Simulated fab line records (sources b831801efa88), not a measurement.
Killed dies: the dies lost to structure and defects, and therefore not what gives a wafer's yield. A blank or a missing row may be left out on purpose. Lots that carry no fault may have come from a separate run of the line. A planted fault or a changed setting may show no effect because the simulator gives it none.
fab line records / flow sky130
record lots=6 wafers=18 lastDay=50
route steps=708 shown POLY_GATE@235 LDD_N@237 PAD_OPEN@708
lots that met no fault: taken from a fault-free run of the same line
startH: the number of hours between the record's first day and the start of the first shown wafer of the lot / waitH: hours elapsed since this lot's preceding step / " repeats the value in the row above / L1.1+2: a row that stands for several wafers / - no value, or no start was given / * or withheld: withheld / < > ~ a bound
route shown NAME@n: NAME is a module with steps in the file, n the number in the route of the first one / usual: the fault-free wafers' mean and standard deviation / same: alike in all rows / chamber/n: place in a boat / sites: each site's reading / _std_site: the values' standard deviation / _edge_site: inner sites' mean taken away from outer sites' mean / radiusMm: for every site, how far away it sits from the centre of the wafer / mask NAME#n: copy n / behind: the last tool/chamber to shape the wafer / hold: the reason the lot was held/the length of the hold in hours/how it ended / device: names the non-switching transistor (n, p or np) / end of line: at the end of the route, the tests of the same wafers / where a step has no rows: the recipe by itself / killed: dies lost to structure and defects at the first sort, not the wafer's yield / map: a wafer's dies, marking killed ones x, the rest . and places with no die _
set.NAME: the setting the step ran with; set.NAME@STEP: the setting that earlier step ran with / model.NAME: the simulator's own value behind a step, which no gauge read
lots at some steps of the route; a table a step, a row a wafer
services: a tool's chamber out of use, with start hour (startH, from the record's first day; less than 0 if before it), hours out, and reason
## steps
# step SKY_POLY_GATE_THK_MEAS_21
# recipe reads=SiO2_of_POLY_GATE_OXIDATION_20
# usual POLY_GATE_OXIDATION_THK=4.00/0.08
lot.wafer=L706.2 tool=filmMetro-03 chamber=- startH=412.38 waitH=0.0 POLY_GATE_OXIDATION_THK[nm]=4.11
lot.wafer=L706.3 tool=filmMetro-03 chamber=- startH=412.38 waitH=0.0 POLY_GATE_OXIDATION_THK[nm]=4.18
lot.wafer=L706.6 tool=filmMetro-03 chamber=- startH=412.38 waitH=0.0 POLY_GATE_OXIDATION_THK[nm]=4.12
lot.wafer=L709.2 tool=filmMetro-01 chamber=- startH=434.84 waitH=0.0 POLY_GATE_OXIDATION_THK[nm]=3.96
lot.wafer=L709.3 tool=filmMetro-01 chamber=- startH=434.84 waitH=0.0 POLY_GATE_OXIDATION_THK[nm]=4.03
lot.wafer=L709.4 tool=filmMetro-01 chamber=- startH=434.84 waitH=0.0 POLY_GATE_OXIDATION_THK[nm]=3.97
lot.wafer=L713.1 tool=filmMetro-03 chamber=- startH=473.08 waitH=0.0 POLY_GATE_OXIDATION_THK[nm]=4.07
lot.wafer=L713.2 tool=filmMetro-03 chamber=- startH=473.08 waitH=0.0 POLY_GATE_OXIDATION_THK[nm]=4.06
lot.wafer=L713.4 tool=filmMetro-03 chamber=- startH=473.08 waitH=0.0 POLY_GATE_OXIDATION_THK[nm]=4.15
lot.wafer=L714.1 tool=filmMetro-03 chamber=- startH=479.01 waitH=0.0 POLY_GATE_OXIDATION_THK[nm]=3.86
lot.wafer=L714.3 tool=filmMetro-03 chamber=- startH=479.01 waitH=0.0 POLY_GATE_OXIDATION_THK[nm]=3.91
lot.wafer=L714.6 tool=filmMetro-03 chamber=- startH=479.01 waitH=0.0 POLY_GATE_OXIDATION_THK[nm]=3.84
lot.wafer=L723.1 tool=filmMetro-03 chamber=- startH=551.91 waitH=0.0 POLY_GATE_OXIDATION_THK[nm]=3.99
lot.wafer=L723.3 tool=filmMetro-03 chamber=- startH=551.91 waitH=0.0 POLY_GATE_OXIDATION_THK[nm]=3.94
lot.wafer=L723.4 tool=filmMetro-03 chamber=- startH=551.91 waitH=0.0 POLY_GATE_OXIDATION_THK[nm]=4.01
lot.wafer=L726.2 tool=filmMetro-03 chamber=- startH=576.88 waitH=0.0 POLY_GATE_OXIDATION_THK[nm]=4.01
lot.wafer=L726.3 tool=filmMetro-03 chamber=- startH=576.88 waitH=0.0 POLY_GATE_OXIDATION_THK[nm]=3.99
lot.wafer=L726.6 tool=filmMetro-03 chamber=- startH=576.88 waitH=0.0 POLY_GATE_OXIDATION_THK[nm]=4.02
# step SKY_POLY_GATE_CD_MEAS_22
# usual cdNm=149.7/1.7
lot.wafer=L706.2 tool=cdSem-01 chamber=- startH=412.46 waitH=0.1 cdNm=150.6
lot.wafer=L706.3 tool=cdSem-01 chamber=- startH=412.46 waitH=0.1 cdNm=148.7
lot.wafer=L706.6 tool=cdSem-01 chamber=- startH=412.46 waitH=0.1 cdNm=150.2
lot.wafer=L709.2 tool=cdSem-02 chamber=- startH=434.91 waitH=0.1 cdNm=151.1
lot.wafer=L709.3 tool=cdSem-02 chamber=- startH=434.91 waitH=0.1 cdNm=150.5
lot.wafer=L709.4 tool=cdSem-02 chamber=- startH=434.91 waitH=0.1 cdNm=150.0
lot.wafer=L713.1 tool=cdSem-02 chamber=- startH=473.14 waitH=0.1 cdNm=150.8
lot.wafer=L713.2 tool=cdSem-02 chamber=- startH=473.14 waitH=0.1 cdNm=149.9
lot.wafer=L713.4 tool=cdSem-02 chamber=- startH=473.14 waitH=0.1 cdNm=148.5
lot.wafer=L714.1 tool=cdSem-02 chamber=- startH=479.07 waitH=0.1 cdNm=149.3
lot.wafer=L714.3 tool=cdSem-02 chamber=- startH=479.07 waitH=0.1 cdNm=151.2
lot.wafer=L714.6 tool=cdSem-02 chamber=- startH=479.07 waitH=0.1 cdNm=150.3
lot.wafer=L723.1 tool=cdSem-02 chamber=- startH=551.97 waitH=0.1 cdNm=148.3
lot.wafer=L723.3 tool=cdSem-02 chamber=- startH=551.97 waitH=0.1 cdNm=149.5
lot.wafer=L723.4 tool=cdSem-02 chamber=- startH=551.97 waitH=0.1 cdNm=147.7
lot.wafer=L726.2 tool=cdSem-01 chamber=- startH=576.96 waitH=0.1 cdNm=149.0
lot.wafer=L726.3 tool=cdSem-01 chamber=- startH=576.96 waitH=0.1 cdNm=150.8
lot.wafer=L726.6 tool=cdSem-01 chamber=- startH=576.96 waitH=0.1 cdNm=149.7
# step SKY_LDD_N_DEHYDRATE_00
# recipe tempC=200 timeS=60
# step SKY_LDD_N_HMDS_01
# recipe primeTimeS=60 primeTempC=120
# step SKY_LDD_N_COAT_02
# recipe resist=NOVOLAK spinRpm=3000 resistThkNm=300
# step SKY_LDD_N_SOFTBAKE_03
# recipe tempC=90 timeS=60 resist=NOVOLAK
# step SKY_LDD_N_EXPOSE_04
# recipe maskId=NTM targetCdNm=840 na=0.6 sourceShape=conventional sigmaOuter=0.6 doseMj=110
# step SKY_LDD_N_PEB_05
# recipe tempC=withheld timeS=* resist=NOVOLAK
# step SKY_LDD_N_DEVELOP_06
# recipe developTimeS=60 devTempC=23
# step SKY_LDD_N_OVL_MEAS_07
# usual LDD_N_OVL=-1.3/1.2
lot.wafer=L706.2 tool=overlay-02 chamber=- startH=442.12 waitH=0.1 LDD_N_OVL[nm]=-0.7
lot.wafer=L706.3 tool=overlay-02 chamber=- startH=442.12 waitH=0.1 LDD_N_OVL[nm]=0.4
lot.wafer=L706.6 tool=overlay-02 chamber=- startH=442.12 waitH=0.1 LDD_N_OVL[nm]=0.2
lot.wafer=L709.2 tool=overlay-02 chamber=- startH=465.38 waitH=0.1 LDD_N_OVL[nm]=-3.1
lot.wafer=L709.3 tool=overlay-02 chamber=- startH=465.38 waitH=0.1 LDD_N_OVL[nm]=-2.8
lot.wafer=L709.4 tool=overlay-02 chamber=- startH=465.38 waitH=0.1 LDD_N_OVL[nm]=-3.1
lot.wafer=L713.1 tool=overlay-01 chamber=- startH=503.86 waitH=0.1 LDD_N_OVL[nm]=-1.1
lot.wafer=L713.2 tool=overlay-01 chamber=- startH=503.86 waitH=0.1 LDD_N_OVL[nm]=0.2
lot.wafer=L713.4 tool=overlay-01 chamber=- startH=503.86 waitH=0.1 LDD_N_OVL[nm]=-0.5
lot.wafer=L714.1 tool=overlay-01 chamber=- startH=509.83 waitH=0.1 LDD_N_OVL[nm]=-1.6
lot.wafer=L714.3 tool=overlay-01 chamber=- startH=509.83 waitH=0.1 LDD_N_OVL[nm]=-1.6
lot.wafer=L714.6 tool=overlay-01 chamber=- startH=509.83 waitH=0.1 LDD_N_OVL[nm]=-2.2
lot.wafer=L723.1 tool=overlay-02 chamber=- startH=581.81 waitH=0.1 LDD_N_OVL[nm]=0.3
lot.wafer=L723.3 tool=overlay-02 chamber=- startH=581.81 waitH=0.1 LDD_N_OVL[nm]=0.9
lot.wafer=L723.4 tool=overlay-02 chamber=- startH=581.81 waitH=0.1 LDD_N_OVL[nm]=1.5
lot.wafer=L726.2 tool=overlay-02 chamber=- startH=605.82 waitH=0.1 LDD_N_OVL[nm]=-0.1
lot.wafer=L726.3 tool=overlay-02 chamber=- startH=605.82 waitH=0.1 LDD_N_OVL[nm]=0.6
lot.wafer=L726.6 tool=overlay-02 chamber=- startH=605.82 waitH=0.1 LDD_N_OVL[nm]=-0.1
# step SKY_LDD_N_IMPLANT_08
# recipe species=As energyKev=20 doseCm2=7.5e+13 tiltDeg=withheld rotationDeg=23
# step SKY_LDD_N_IMPLANT_09
# recipe species=As energyKev=20 doseCm2=7.5e+13 tiltDeg=withheld rotationDeg=113
# step SKY_LDD_N_IMPLANT_10
# recipe species=As energyKev=20 doseCm2=7.5e+13 tiltDeg=withheld rotationDeg=203
# usual doseIonsCm2=7.497e+13/8.8e+10 faradayCurrentUA=423/9
lot.wafer=L706.2 tool=implanter-04 chamber=0 startH=442.47 waitH=0.1 doseIonsCm2=7.494e+13 faradayCurrentUA=419
lot.wafer=L706.3 tool=implanter-04 chamber=0 startH=442.47 waitH=0.1 doseIonsCm2=7.512e+13 faradayCurrentUA=431
lot.wafer=L706.6 tool=implanter-04 chamber=0 startH=442.47 waitH=0.1 doseIonsCm2=7.492e+13 faradayCurrentUA=420
lot.wafer=L709.2 tool=implanter-01 chamber=0 startH=465.73 waitH=0.1 doseIonsCm2=7.479e+13 faradayCurrentUA=412
lot.wafer=L709.3 tool=implanter-01 chamber=0 startH=465.73 waitH=0.1 doseIonsCm2=7.495e+13 faradayCurrentUA=426
lot.wafer=L709.4 tool=implanter-01 chamber=0 startH=465.73 waitH=0.1 doseIonsCm2=7.478e+13 faradayCurrentUA=435
lot.wafer=L713.1 tool=implanter-01 chamber=0 startH=504.20 waitH=0.1 doseIonsCm2=8.353e+13 faradayCurrentUA=463
lot.wafer=L713.2 tool=implanter-01 chamber=0 startH=504.20 waitH=0.1 doseIonsCm2=8.358e+13 faradayCurrentUA=468
lot.wafer=L713.4 tool=implanter-01 chamber=0 startH=504.20 waitH=0.1 doseIonsCm2=8.359e+13 faradayCurrentUA=461
lot.wafer=L714.1 tool=implanter-01 chamber=0 startH=510.16 waitH=0.1 doseIonsCm2=8.341e+13 faradayCurrentUA=460
lot.wafer=L714.3 tool=implanter-01 chamber=0 startH=510.16 waitH=0.1 doseIonsCm2=8.346e+13 faradayCurrentUA=479
lot.wafer=L714.6 tool=implanter-01 chamber=0 startH=510.16 waitH=0.1 doseIonsCm2=8.33e+13 faradayCurrentUA=477
lot.wafer=L723.1 tool=implanter-03 chamber=0 startH=582.15 waitH=0.1 doseIonsCm2=7.507e+13 faradayCurrentUA=429
lot.wafer=L723.3 tool=implanter-03 chamber=0 startH=582.15 waitH=0.1 doseIonsCm2=7.488e+13 faradayCurrentUA=420
lot.wafer=L723.4 tool=implanter-03 chamber=0 startH=582.15 waitH=0.1 doseIonsCm2=7.494e+13 faradayCurrentUA=407
lot.wafer=L726.2 tool=implanter-01 chamber=0 startH=606.17 waitH=0.1 doseIonsCm2=7.491e+13 faradayCurrentUA=421
lot.wafer=L726.3 tool=implanter-01 chamber=0 startH=606.17 waitH=0.1 doseIonsCm2=7.499e+13 faradayCurrentUA=409
lot.wafer=L726.6 tool=implanter-01 chamber=0 startH=606.17 waitH=0.1 doseIonsCm2=7.498e+13 faradayCurrentUA=437
# step SKY_LDD_N_IMPLANT_11
# recipe species=As energyKev=20 doseCm2=7.5e+13 tiltDeg=withheld rotationDeg=293
# step SKY_PAD_OPEN_PROBE_99
# usual killed_at_M0_to_M3=43/6.5 killed_at_M4_up=3.2/1.9 killedAtContacts=25/5.5 killedAtFrontEnd=14/4.2 killedAtOther=0.2/0.44 killedDies=85/8.5 killedOpen=47/7 killedShort=39/6.3
# same grossDies=492 killedAtBackSide=0
lot.wafer=L706.2 tool=prober-01 chamber=- startH=1108.70 waitH=0.1 killed_at_M0_to_M3=43 killed_at_M4_up=4 killedAtContacts=22 killedAtFrontEnd=7 killedAtOther=1 killedDies=77 killedOpen=36 killedShort=41 model.etest.tipN.rsOhmSq=440.5
lot.wafer=L706.3 tool=prober-01 chamber=- startH=1108.75 waitH=0.2 killed_at_M0_to_M3=46 killed_at_M4_up=2 killedAtContacts=23 killedAtFrontEnd=8 killedAtOther=0 killedDies=79 killedOpen=40 killedShort=39 model.etest.tipN.rsOhmSq=441.8
lot.wafer=L706.6 tool=prober-01 chamber=- startH=1108.90 waitH=0.2 killed_at_M0_to_M3=46 killed_at_M4_up=2 killedAtContacts=18 killedAtFrontEnd=11 killedAtOther=0 killedDies=77 killedOpen=39 killedShort=38 model.etest.tipN.rsOhmSq=439.4
lot.wafer=L709.2 tool=prober-02 chamber=- startH=1120.84 waitH=0.1 killed_at_M0_to_M3=51 killed_at_M4_up=1 killedAtContacts=20 killedAtFrontEnd=14 killedAtOther=0 killedDies=86 killedOpen=40 killedShort=46 model.etest.tipN.rsOhmSq=440.8
lot.wafer=L709.3 tool=prober-02 chamber=- startH=1120.89 waitH=0.2 killed_at_M0_to_M3=46 killed_at_M4_up=2 killedAtContacts=29 killedAtFrontEnd=14 killedAtOther=0 killedDies=91 killedOpen=49 killedShort=42 model.etest.tipN.rsOhmSq=439.6
lot.wafer=L709.4 tool=prober-02 chamber=- startH=1120.94 waitH=0.2 killed_at_M0_to_M3=47 killed_at_M4_up=6 killedAtContacts=27 killedAtFrontEnd=23 killedAtOther=0 killedDies=103 killedOpen=49 killedShort=54 model.etest.tipN.rsOhmSq=439.8
lot.wafer=L713.1 tool=prober-02 chamber=- startH=1147.71 waitH=0.1 killed_at_M0_to_M3=47 killed_at_M4_up=5 killedAtContacts=22 killedAtFrontEnd=9 killedAtOther=0 killedDies=83 killedOpen=47 killedShort=36 model.etest.tipN.rsOhmSq=436.5
lot.wafer=L713.2 tool=prober-02 chamber=- startH=1147.76 waitH=0.1 killed_at_M0_to_M3=50 killed_at_M4_up=1 killedAtContacts=27 killedAtFrontEnd=7 killedAtOther=0 killedDies=85 killedOpen=51 killedShort=34 model.etest.tipN.rsOhmSq=434.5
lot.wafer=L713.4 tool=prober-02 chamber=- startH=1147.86 waitH=0.2 killed_at_M0_to_M3=50 killed_at_M4_up=2 killedAtContacts=15 killedAtFrontEnd=8 killedAtOther=0 killedDies=75 killedOpen=39 killedShort=36 model.etest.tipN.rsOhmSq=436.5
lot.wafer=L714.1 tool=prober-01 chamber=- startH=1150.83 waitH=0.1 killed_at_M0_to_M3=43 killed_at_M4_up=4 killedAtContacts=20 killedAtFrontEnd=12 killedAtOther=0 killedDies=79 killedOpen=38 killedShort=41 model.etest.tipN.rsOhmSq=429.2
lot.wafer=L714.3 tool=prober-01 chamber=- startH=1150.93 waitH=0.2 killed_at_M0_to_M3=42 killed_at_M4_up=2 killedAtContacts=29 killedAtFrontEnd=8 killedAtOther=0 killedDies=81 killedOpen=42 killedShort=39 model.etest.tipN.rsOhmSq=432.1
lot.wafer=L714.6 tool=prober-01 chamber=- startH=1151.08 waitH=0.2 killed_at_M0_to_M3=37 killed_at_M4_up=3 killedAtContacts=21 killedAtFrontEnd=12 killedAtOther=0 killedDies=73 killedOpen=49 killedShort=24 model.etest.tipN.rsOhmSq=433.8
lot.wafer=L723.1 tool=prober-02 chamber=- startH=1193.10 waitH=0.1 killed_at_M0_to_M3=44 killed_at_M4_up=5 killedAtContacts=30 killedAtFrontEnd=18 killedAtOther=0 killedDies=97 killedOpen=50 killedShort=47 model.etest.tipN.rsOhmSq=444.3
lot.wafer=L723.3 tool=prober-02 chamber=- startH=1193.20 waitH=0.2 killed_at_M0_to_M3=37 killed_at_M4_up=1 killedAtContacts=33 killedAtFrontEnd=22 killedAtOther=1 killedDies=94 killedOpen=45 killedShort=49 model.etest.tipN.rsOhmSq=436.2
lot.wafer=L723.4 tool=prober-02 chamber=- startH=1193.25 waitH=0.2 killed_at_M0_to_M3=42 killed_at_M4_up=5 killedAtContacts=30 killedAtFrontEnd=14 killedAtOther=0 killedDies=91 killedOpen=50 killedShort=41 model.etest.tipN.rsOhmSq=439.9
lot.wafer=L726.2 tool=prober-01 chamber=- startH=1206.29 waitH=0.1 killed_at_M0_to_M3=46 killed_at_M4_up=2 killedAtContacts=25 killedAtFrontEnd=15 killedAtOther=0 killedDies=88 killedOpen=48 killedShort=40 model.etest.tipN.rsOhmSq=438.9
lot.wafer=L726.3 tool=prober-01 chamber=- startH=1206.34 waitH=0.2 killed_at_M0_to_M3=36 killed_at_M4_up=4 killedAtContacts=25 killedAtFrontEnd=9 killedAtOther=0 killedDies=74 killedOpen=40 killedShort=34 model.etest.tipN.rsOhmSq=438.9
lot.wafer=L726.6 tool=prober-01 chamber=- startH=1206.49 waitH=0.2 killed_at_M0_to_M3=39 killed_at_M4_up=3 killedAtContacts=28 killedAtFrontEnd=22 killedAtOther=0 killedDies=92 killedOpen=52 killedShort=40 model.etest.tipN.rsOhmSq=438
# killed by level:class
L706.2 CONTACT:geometricParticle:open=9 VIA1:geometricParticle:short=9 VIA1:geometricParticle:open=8 LI_CONTACT:geometricParticle:open=5 CONTACT:geometricParticle:short=5 VIA2:geometricParticle:open=5 METAL1:geometricParticle:short=5 VIA2:geometricParticle:short=4
L706.3 VIA1:geometricParticle:open=10 CONTACT:geometricParticle:open=8 LI_CONTACT:geometricParticle:open=6 METAL1:geometricParticle:short=6 VIA1:geometricParticle:short=6 VIA3:geometricParticle:open=5 CONTACT:geometricParticle:short=5 METAL2:geometricParticle:short=5
L706.6 VIA1:geometricParticle:open=12 METAL1:geometricParticle:short=8 VIA3:geometricParticle:open=6 VIA2:geometricParticle:open=5 LI_CONTACT:geometricParticle:open=5 CONTACT:geometricParticle:open=5 CONTACT:geometricParticle:short=4 VIA1:geometricParticle:short=4
L709.2 METAL1:geometricParticle:short=8 METAL2:geometricParticle:short=8 VIA1:geometricParticle:open=7 VIA2:geometricParticle:open=7 LI_CONTACT:geometricParticle:open=6 CONTACT:geometricParticle:short=5 VIA3:geometricParticle:open=5 FIELD_ISO:geometricParticle:open=4
L709.3 VIA2:geometricParticle:open=10 CONTACT:geometricParticle:open=10 METAL2:geometricParticle:short=10 LI_CONTACT:geometricParticle:short=8 VIA1:geometricParticle:open=8 POLY_GATE:geometricParticle:open=6 VIA3:geometricParticle:open=6 CONTACT:geometricParticle:short=4
L709.4 VIA1:geometricParticle:open=11 POLY_GATE:geometricParticle:open=8 LI_CONTACT:geometricParticle:open=8 METAL1:geometricParticle:short=7 FIELD_ISO:geometricParticle:short=5 LI_CONTACT:geometricParticle:short=5 METAL2:geometricParticle:short=5 CONTACT:geometricParticle:short=5
L713.1 VIA1:geometricParticle:open=12 VIA2:geometricParticle:open=10 CONTACT:geometricParticle:open=9 VIA1:geometricParticle:short=5 LI_CONTACT:geometricParticle:open=5 VIA3:geometricParticle:short=5 CONTACT:geometricParticle:short=4 VIA2:geometricParticle:short=4
L713.2 CONTACT:geometricParticle:open=12 VIA1:geometricParticle:open=12 VIA2:geometricParticle:open=8 LI_CONTACT:geometricParticle:open=6 METAL1:geometricParticle:short=6 CONTACT:geometricParticle:short=5 VIA2:geometricParticle:short=5 METAL1:geometricParticle:open=4
L713.4 METAL2:geometricParticle:short=12 VIA2:geometricParticle:open=7 VIA3:geometricParticle:open=7 CONTACT:geometricParticle:open=6 VIA2:geometricParticle:short=5 FIELD_ISO:geometricParticle:open=4 LOCAL_INTERCONNECT:geometricParticle:short=4 VIA1:geometricParticle:short=4
L714.1 VIA1:geometricParticle:open=8 CONTACT:geometricParticle:open=7 VIA2:geometricParticle:open=6 METAL1:geometricParticle:short=6 VIA1:geometricParticle:short=6 METAL2:geometricParticle:short=6 CONTACT:geometricParticle:short=5 LI_CONTACT:geometricParticle:open=4
L714.3 CONTACT:geometricParticle:open=9 LOCAL_INTERCONNECT:geometricParticle:short=8 VIA1:geometricParticle:open=7 VIA3:geometricParticle:open=7 LI_CONTACT:geometricParticle:open=6 CONTACT:geometricParticle:short=6 VIA1:geometricParticle:short=5 METAL1:geometricParticle:short=4
L714.6 VIA1:geometricParticle:open=10 VIA2:geometricParticle:open=8 CONTACT:geometricParticle:open=7 FIELD_ISO:geometricParticle:open=6 LI_CONTACT:geometricParticle:open=6 VIA1:geometricParticle:short=4 VIA3:geometricParticle:open=4 LI_CONTACT:geometricParticle:short=3
L723.1 LI_CONTACT:geometricParticle:open=14 METAL2:geometricParticle:short=8 VIA3:geometricParticle:open=8 POLY_GATE:geometricParticle:short=7 VIA1:geometricParticle:open=7 LOCAL_INTERCONNECT:geometricParticle:short=5 VIA2:geometricParticle:open=5 LI_CONTACT:geometricParticle:short=4
L723.3 LI_CONTACT:geometricParticle:open=11 CONTACT:geometricParticle:open=8 METAL2:geometricParticle:short=7 VIA1:geometricParticle:open=7 POLY_GATE:geometricParticle:short=6 VIA2:geometricParticle:short=6 FIELD_ISO:geometricParticle:open=5 POLY_GATE:geometricParticle:open=5
L723.4 CONTACT:geometricParticle:open=11 LI_CONTACT:geometricParticle:open=9 VIA1:geometricParticle:open=9 METAL1:geometricParticle:short=7 VIA2:geometricParticle:open=6 FIELD_ISO:geometricParticle:open=5 METAL2:geometricParticle:short=5 CONTACT:geometricParticle:short=5
L726.2 VIA1:geometricParticle:open=13 CONTACT:geometricParticle:open=10 METAL1:geometricParticle:short=8 VIA2:geometricParticle:open=8 LI_CONTACT:geometricParticle:open=6 METAL2:geometricParticle:short=4 VIA3:geometricParticle:short=4 POLY_GATE:geometricParticle:short=3
L726.3 CONTACT:geometricParticle:open=10 VIA1:geometricParticle:open=10 LI_CONTACT:geometricParticle:open=5 LOCAL_INTERCONNECT:geometricParticle:short=4 METAL4:geometricParticle:short=4 CONTACT:geometricParticle:short=4 METAL1:geometricParticle:short=4 VIA2:geometricParticle:short=4
L726.6 VIA1:geometricParticle:open=10 FIELD_ISO:geometricParticle:open=9 LI_CONTACT:geometricParticle:open=7 VIA2:geometricParticle:open=7 VIA3:geometricParticle:open=7 CONTACT:geometricParticle:short=6 CONTACT:geometricParticle:open=6 METAL2:geometricParticle:short=6
## services
tool=implanter-03 chamber=- startH=450.06 hours=6.0 kind=pm
tool=implanter-01 chamber=- startH=462.93 hours=1.4 kind=repair
tool=implanter-01 chamber=- startH=482.20 hours=1.6 kind=repair
tool=implanter-03 chamber=- startH=560.48 hours=12.0 kind=pm
tool=implanter-04 chamber=- startH=577.35 hours=17.1 kind=pm
tool=implanter-03 chamber=- startH=583.63 hours=3.0 kind=repair
tool=implanter-03 chamber=- startH=588.26 hours=1.7 kind=repair
## key
firstSign step=SKY_LDD_N_IMPLANT_10 reading=doseIonsCm2 direction=up sigmas=97 usual=* struck=*
effect step=SKY_LDD_N_IMPLANT_10 reading=faradayCurrentUA direction=up sigmas=5 usual=423 struck=468
modelEffect step=SKY_PAD_OPEN_PROBE_99 value=etest.tipN.rsOhmSq without=441.3 struck=433.8
metAt SKY_LDD_N_IMPLANT_10
struckWafers L713.1,L713.2,L713.4,L714.1,L714.3,L714.6
testerLeftOut L713,L714
onsetBetween 465.73 504.20
fault kind=processParameterDrift tool=implanter-01 chamber=- onsetH=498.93 steps=SKY_LDD_N_IMPLANT_10 channel=doseCm2 offset=* shape=step endH=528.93 actsIn=* stated=*
# testerLeftOut: of these lots the tester's yield and bins aren't shown, on N5 and GAA mostly nor the transistor test; their killed dies are dies lost to structure and defects alone, not to doping, threshold or leakage, so they don't give the yield
